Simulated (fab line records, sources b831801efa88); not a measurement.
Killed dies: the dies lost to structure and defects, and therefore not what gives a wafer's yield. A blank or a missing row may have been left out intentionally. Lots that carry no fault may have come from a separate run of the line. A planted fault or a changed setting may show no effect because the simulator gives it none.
2 desks looking at one fault + flow gf180mcu + each desk has only its own numbers; what lay behind them comes last

== METROLOGY DESK ==
What the gauges read, lot by lot, whatever tool the lot ran on: means of the sampled wafers that have a number. Any lot whose mean is over 4 standard deviations away from the usual mean is out of limits and marked OUT; that distance is given in the brackets.
Columns: A = cd_nm at GF_M5_CD_MEAS_07, usual 279.9 nm; B = M5_OVL at GF_M5_OVL_MEAS_08, usual 0 nm
| lot  | first seen here | A     | B  |
|------|-----------------|-------|----|
| L624 | day 26 07:07    | 280.7 | 0  |
| L626 | day 26 21:17    | 279.3 | -3 |
| L631 | day 28 12:08    | 278.8 | 2  |
| L632 | day 28 21:11    | 280.4 | 0  |
| L637 | day 30 10:07    | 279.7 | -4 |
| L638 | day 30 13:52    | 279.3 | -2 |
| L639 | day 30 16:43    | 281.1 | -1 |
| L641 | day 31 06:33    | 279.7 | -0 |
| L642 | day 31 15:40    | 280.8 | -3 |
| L643 | day 31 21:05    | 280.6 | 1  |
| L644 | day 31 23:35    | 279.5 | 6  |
| L645 | day 32 07:46    | 280.4 | 2  |
| L646 | day 32 14:15    | 281.6 | 2  |
| L647 | day 32 23:38    | 278.7 | -5 |
Result from this desk: across the 14 lots, nothing is out of limits.

== TOOL OWNER'S DESK, wet_bench-03 ==
The tool's own readings at GF_SALICIDE_CLEAN_00 (cleans in SC1/SC2, time 150 s): means of the sampled wafers that have a number, for each lot that ran on this tool. Any lot whose mean is over 4 standard deviations away from the usual mean is out of limits and marked OUT; that distance is given in the brackets.
Columns: A = temp_c at GF_SALICIDE_CLEAN_00, usual 70.00 C
| lot  | first seen here | A     |
|------|-----------------|-------|
| L624 | day 15 02:15    | 69.85 |
| L631 | day 17 12:43    | 70.25 |
| L632 | day 18 00:44    | 69.97 |
| L639 | day 20 09:32    | 69.76 |
| L641 | day 21 05:37    | 70.08 |
| L642 | day 21 16:59    | 70.02 |
| L645 | day 22 12:53    | 70.06 |
| L646 | day 22 21:29    | 69.90 |
Result from this desk: across the 8 lots, nothing is out of limits.

== PUT TOGETHER ==
The metrology desk saw nothing out of limits.
The desk of the tool owner found nothing out of limits.

== WHAT THE SIMULATOR HAD INSERTED ==
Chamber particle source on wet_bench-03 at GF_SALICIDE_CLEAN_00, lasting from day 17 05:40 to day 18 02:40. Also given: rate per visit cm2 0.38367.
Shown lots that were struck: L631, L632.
